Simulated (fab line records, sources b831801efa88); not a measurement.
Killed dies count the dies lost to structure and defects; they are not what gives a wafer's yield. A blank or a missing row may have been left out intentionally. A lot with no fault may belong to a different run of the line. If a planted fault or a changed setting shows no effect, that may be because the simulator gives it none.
Comparing a struck lot with a sound one || flow sky130 || 15 steps out of a route of 708
Sound: these wafers, L112.2, L112.3, L112.4. The struck wafers were L122.1, L122.2, L122.5. The cause is named last.
Order at every step that has rows: each side's tool, ch and its chambers, its first start. Under that, the readings that differ: sound wafers || struck wafers || difference of the means || sigmas: that difference in standard deviations of wafers without a fault.
alike: readings with means less than 2 such deviations apart, plus words and numbers identical on both sides. not compared: withheld readings, readings lacking a value on some wafer, bounds such as >300 that could conceal the same value, and numbers that have no deviation in the record and whose values overlap.
Wherever a step has rows on one side only, a row that says differs or no value, or a row with sigmas, the two part there. When numbers do not overlap yet have no deviation, they are printed without sigmas and do not part them. A reading that every wafer of one side lacks parts them only if that side has two wafers or more.

SKY_VIA3_CMP_02: polishes SiO2.
  sound on cmp-02 ch 0,1,2, day 40 09:07; struck on cmp-01 ch 0,1,2, day 44 02:04
  alike: edgeZonePressureFrac, motorCurrentA, slurryFlowMlMin
SKY_VIA3_BOW_MEAS_03:
  sound on filmMetro-03, day 40 09:26; struck on filmMetro-03, day 44 02:16
  alike: VIA3_BOW
then, 8 steps without rows for these wafers: SKY_VIA3_DEHYDRATE_04 (time 60 s); SKY_VIA3_HMDS_05 (prime time 60 s); SKY_VIA3_COAT_06 (resist thk 60 nm); SKY_VIA3_COAT_07 (resist thk 450 nm); SKY_VIA3_SOFTBAKE_08 (time 90 s); SKY_VIA3_EXPOSE_09 (exposes mask VIM3, target cd 200 nm); SKY_VIA3_PEB_10; SKY_VIA3_DEVELOP_11 (develop time 60 s).
SKY_VIA3_CD_MEAS_12: the cd target is 200 nm.
  sound on cdSem-02, day 41 09:50; struck on cdSem-01, day 45 00:31
  alike: cdNm
SKY_VIA3_OVL_MEAS_13:
  sound on overlay-01, day 41 09:57; struck on overlay-01, day 45 00:38
  alike: VIA3_OVL
SKY_VIA3_ETCH_14: etches BARC in N2/H2, stops on SiO2, time 45.9 s, target depth 60 nm.
  sound on rieDiel-04 ch 1,2,3, day 41 09:59; struck on rieDiel-01 ch 0,2, day 45 00:41
{"reading": "biasW (W)", "sound": "100.4 100.2 99.7", "struck": "102.6 102.4 102.7", "difference": "+2.5", "sigmas": "+8"}
  alike: drypumpMotorCurrentA, oesProductAu, throttleValvePct
  not compared: rfHoursCounterH
SKY_VIA3_ETCH_15: etches SiO2 in C4F8/O2/Ar, stops on TiN, target depth 507 nm, time 78 s.
  sound on rieDiel-04 ch 1,2,3, day 41 10:01; struck on rieDiel-01 ch 0,2, day 45 00:43
  alike: biasW, oesProductAu
  not compared: rfHoursCounterH
-- the record jumps here: 5 days lie between the struck wafers' starts before and after (it left off in module VIA3 and takes up again in module PAD_OPEN, whose first step shown is number 708 of the route) --
SKY_PAD_OPEN_PROBE_99:
  rows exist in the record for the struck wafers here (prober-01, day 50 05:35), but not for the sound ones

## WHERE THEY PART
First at SKY_VIA3_ETCH_14; last, within this record, at SKY_PAD_OPEN_PROBE_99.

WHY: the cause the simulator had injected
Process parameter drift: rieDiel-01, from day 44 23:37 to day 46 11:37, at SKY_VIA3_ETCH_14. Setting biasW, moved by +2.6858, from 100. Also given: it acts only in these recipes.
